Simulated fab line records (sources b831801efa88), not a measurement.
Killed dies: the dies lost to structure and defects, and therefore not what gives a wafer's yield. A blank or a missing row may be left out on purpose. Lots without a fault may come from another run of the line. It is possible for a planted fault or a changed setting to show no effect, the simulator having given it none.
Struck lot and sound lot, side by side	flow sky130	21 steps out of a route of 708
Sound: these wafers, L880.2, L880.3, L880.6. Struck: wafer L883.4. (L883.6 of the same lot was not struck and is left out.) The cause comes at the end.
At each step with rows: each side's tool, then ch and its chambers, then its first start. Under that, the readings that differ: sound wafers	struck wafers	difference of the means	sigmas: that difference in standard deviations of wafers without a fault.
alike: a reading whose means differ by less than 2 such deviations, as well as words and numbers matching on both sides. not compared: withheld readings; readings where some wafer has no value; bounds like >300 that might hide an equal value; numbers whose values overlap and for which the record gives no deviation.
The two part at a step that has a row with sigmas, a row that says differs or no value, or rows on one side only. Non-overlapping numbers with no deviation appear without sigmas and do not part them. Lack of a reading on every wafer of one side parts them only where that side has two or more wafers.

SKY_SD_N_RS_MEAS_17: measures by four-point-probe.
  sound: film_metro-03 at day 30 14:19; struck: film_metro-03 at day 31 19:47
reading	sound	struck	difference	sigmas
SD_P_RS (ohm/sq)	147.8 147.5 148.0	146.7	-1.1	-3
SKY_SD_N_RS_MEAS_18: measures by four-point-probe.
  sound: film_metro-03 at day 30 14:26; struck: film_metro-03 at day 31 19:55
reading	sound	struck	difference	sigmas
RES_XHIGH_RS (ohm/sq)	335.0 334.4 333.4	331.9	-2.4	-2
then, 2 steps without rows for these wafers: SKY_SALICIDE_CLEAN_00 (cleans in HF-last, time 30 s); SKY_LI_CONTACT_HDPCVD_00 (deposits PSG, target thk 930 nm, time 155 s).
SKY_LI_CONTACT_THK_MEAS_01:
  sound: film_metro-04 at day 30 14:42; struck: film_metro-03 at day 31 20:07
  alike: LI_CONTACT_HDPCVD_THK
SKY_LI_CONTACT_CMP_02: polishes PSG.
  sound on cmp-01 ch 0,1,2, day 30 14:51; struck on cmp-01 ch 1, day 31 20:09
  alike: motor_current_A, retaining_ring_pressure_frac, time_to_endpoint_s
SKY_LI_CONTACT_BOW_MEAS_03:
  sound: film_metro-01 at day 30 15:04; struck: film_metro-01 at day 31 20:31
  alike: LI_CONTACT_BOW
then, 5 steps without rows for these wafers: SKY_LI_CONTACT_DEHYDRATE_04 (time 60 s); SKY_LI_CONTACT_HMDS_05 (prime time 60 s); SKY_LI_CONTACT_COAT_06 (resist thk 60 nm); SKY_LI_CONTACT_COAT_07 (resist thk 450 nm); SKY_LI_CONTACT_SOFTBAKE_08 (time 90 s).
SKY_LI_CONTACT_EXPOSE_09: exposes mask LICM1, target cd 170 nm.
  sound on krf_scanner-01 ch 0, day 31 05:41; struck on krf_scanner-01 ch 0, day 32 10:46
  alike: mask, exposure_dose_mJ_cm2
then, 2 steps without rows for these wafers: SKY_LI_CONTACT_PEB_10; SKY_LI_CONTACT_DEVELOP_11 (develop time 60 s).
SKY_LI_CONTACT_CD_MEAS_12: target cd 170 nm.
  sound: cd_sem-02 at day 31 18:22; struck: cd_sem-02 at day 32 23:33
reading	sound	struck	difference	sigmas
cd_nm (nm)	173.4 172.5 173.4	169.5	-3.6	-2
SKY_LI_CONTACT_OVL_MEAS_13:
  sound: overlay-01 at day 31 18:28; struck: overlay-01 at day 32 23:38
reading	sound	struck	difference	sigmas
LI_CONTACT_OVL (nm)	-7 2 3	11	+12	+2
SKY_LI_CONTACT_ETCH_14: etches BARC in N2/H2, stops on SiO2, time 45.9 s, target depth 60 nm.
  sound on rie_diel-03 ch 0,2,3, day 31 18:30; struck on rie_diel-03 ch 0, day 32 23:38
reading	sound	struck	difference	sigmas
model.LI_CONTACT.cd_nm (nm)	172.5 172.6 172.6	169.6	-3.0	
  alike: drypump_motor_current_A, oes_product_au, throttle_valve_pct
  not compared: rf_hours_counter_h
SKY_LI_CONTACT_ETCH_15: etches PSG in C4F8/O2/Ar, stops on Si, target depth 600 nm.
  sound on rie_diel-03 ch 0,2,3, day 31 18:33; struck on rie_diel-03 ch 0, day 32 23:41
reading	sound	struck	difference	sigmas
model.LI_CONTACT.cd_nm (nm)	173 172.4 172.1	169.3	-3.2	
  alike: oes_product_au
SKY_LI_CONTACT_STRIP_16: strips in O2/N2.
  sound on plasma_asher-01 ch 0,1, day 31 18:38; struck on plasma_asher-01 ch 1, day 32 23:49
  alike: drypump_motor_current_A, oes_product_au, strip_time_to_endpoint_s
  not compared: rf_hours_counter_h
following that, these wafers have no rows for 1 step: SKY_PAD_OPEN_PROBE_99.

== WHERE THEY PART ==
At SKY_SD_N_RS_MEAS_17 first; at SKY_LI_CONTACT_OVL_MEAS_13 last (within this record only). Later steps at which nothing parts them and some readings are alike: SKY_LI_CONTACT_ETCH_14, SKY_LI_CONTACT_ETCH_15, SKY_LI_CONTACT_STRIP_16.

WHY: the cause the simulator had injected
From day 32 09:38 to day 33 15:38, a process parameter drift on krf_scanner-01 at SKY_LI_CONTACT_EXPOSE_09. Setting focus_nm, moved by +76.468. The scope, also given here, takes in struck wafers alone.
